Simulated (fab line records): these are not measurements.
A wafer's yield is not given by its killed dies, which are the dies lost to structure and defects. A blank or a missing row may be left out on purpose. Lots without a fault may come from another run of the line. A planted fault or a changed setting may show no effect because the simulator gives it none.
Struck lot and sound lot, side by side ; flow sky130 ; 17 steps out of a route of 708
Sound: these wafers, L850.1, L850.2, L850.4. The struck wafers were L840.2, L840.4. Last of all comes the cause.
Per side, at each step with rows, come the tool, then ch with its chambers, and then its first start. Under that, the readings that differ: sound wafers ; struck wafers ; difference of the means ; sigmas: that difference in standard deviations of wafers without a fault.
alike: same words and numbers on both sides, and readings whose means sit less than 2 such deviations apart. not compared: any withheld reading, any reading some wafer has no value for, any bound like >300 that may hide the same value, and any number with overlapping values for which the record gives no deviation.
Wherever a step has rows on one side only, a row that says differs or no value, or a row with sigmas, the two part there. When numbers do not overlap yet have no deviation, they are printed without sigmas and do not part them. A reading that every wafer of one side lacks parts them only if that side has two wafers or more.

SKY_LDD_HVN_OVL_MEAS_07:
  sound: overlay-01 at day 26 20:06; struck: overlay-01 at day 23 09:04
  alike: LDD_HVN_OVL
next, for these wafers, 1 step has no rows: SKY_LDD_HVN_IMPLANT_08.
SKY_LDD_HVN_STRIP_09: strips in O2/N2.
  sound on plasmaAsher-04 ch 0,1, day 26 20:17; struck on plasmaAsher-01 ch 1, day 23 09:15
  alike: drypumpMotorCurrentA, oesProductAu, stripTimeToEndpointS
  not compared: rfHoursCounterH
SKY_LDD_HVN_TW_MEAS_10:
  sound: filmMetro-02 at day 26 20:23; struck: filmMetro-03 at day 23 09:22
  alike: LDD_HVN_TW
then, 7 steps without rows for these wafers: SKY_LDD_HVP_DEHYDRATE_00 (time 60 s); SKY_LDD_HVP_HMDS_01 (prime time 60 s); SKY_LDD_HVP_COAT_02 (resist thk 300 nm); SKY_LDD_HVP_SOFTBAKE_03 (time 60 s); SKY_LDD_HVP_EXPOSE_04 (exposes mask HVPTM, target cd 700 nm); SKY_LDD_HVP_PEB_05; SKY_LDD_HVP_DEVELOP_06 (develop time 60 s).
SKY_LDD_HVP_OVL_MEAS_07:
  sound: overlay-01 at day 28 01:11; struck: overlay-01 at day 24 15:02
  alike: LDD_HVP_OVL
SKY_LDD_HVP_IMPLANT_08:
  sound on implanter-03 ch 0, day 28 01:13; struck on implanter-01 ch 0, day 24 15:06
reading;sound;struck;difference;sigmas
beamOnS (s);9.76 9.94 9.85;11.80 11.35;+1.72;+8
faradayCurrentUA;98.1 96.1 97.4;80.9 84.4;-14.5;-7
SKY_LDD_HVP_STRIP_09: strips in O2/N2.
  sound on plasmaAsher-03 ch 0,1, day 28 01:22; struck on plasmaAsher-04 ch 1, day 24 15:13
  alike: drypumpMotorCurrentA, oesProductAu, stripTimeToEndpointS
  not compared: rfHoursCounterH
SKY_LDD_HVP_TW_MEAS_10:
  sound: filmMetro-01 at day 28 01:28; struck: filmMetro-01 at day 24 15:20
reading;sound;struck;difference;sigmas
LDD_HVP_TW;455 452 454;480 478;+25;+8
then, 1 step without rows for these wafers: SKY_LDD_LDN_DEHYDRATE_00 (time 60 s).
-- a jump in the record: the struck wafers' starts before and after are 23 days apart (it breaks off in module LDD_LDN and resumes in module PAD_OPEN, where the first step shown is number 708 of the route) --
SKY_PAD_OPEN_PROBE_99:
  sound: prober-01 at day 49 23:04; struck: prober-01 at day 47 22:26
reading;sound;struck;difference;sigmas
model.etest.tip_p_5v.rsOhmSq;2823 2835 2839;2548 2538;-289;
  alike: killed_at_M0_to_M3, killed_at_M4_up, killedAtContacts, killedAtFrontEnd, killedAtOther, killedDies, killedOpen, killedShort

## WHERE THEY PART
Last at SKY_LDD_HVP_TW_MEAS_10 as far as this record goes, first at SKY_LDD_HVP_IMPLANT_08. Later steps at which nothing parts them and some readings are alike: SKY_PAD_OPEN_PROBE_99.

WHY: the cause the simulator had injected
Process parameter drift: implanter-01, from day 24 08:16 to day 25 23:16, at SKY_LDD_HVP_IMPLANT_08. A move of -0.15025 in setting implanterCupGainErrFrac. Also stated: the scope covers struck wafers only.
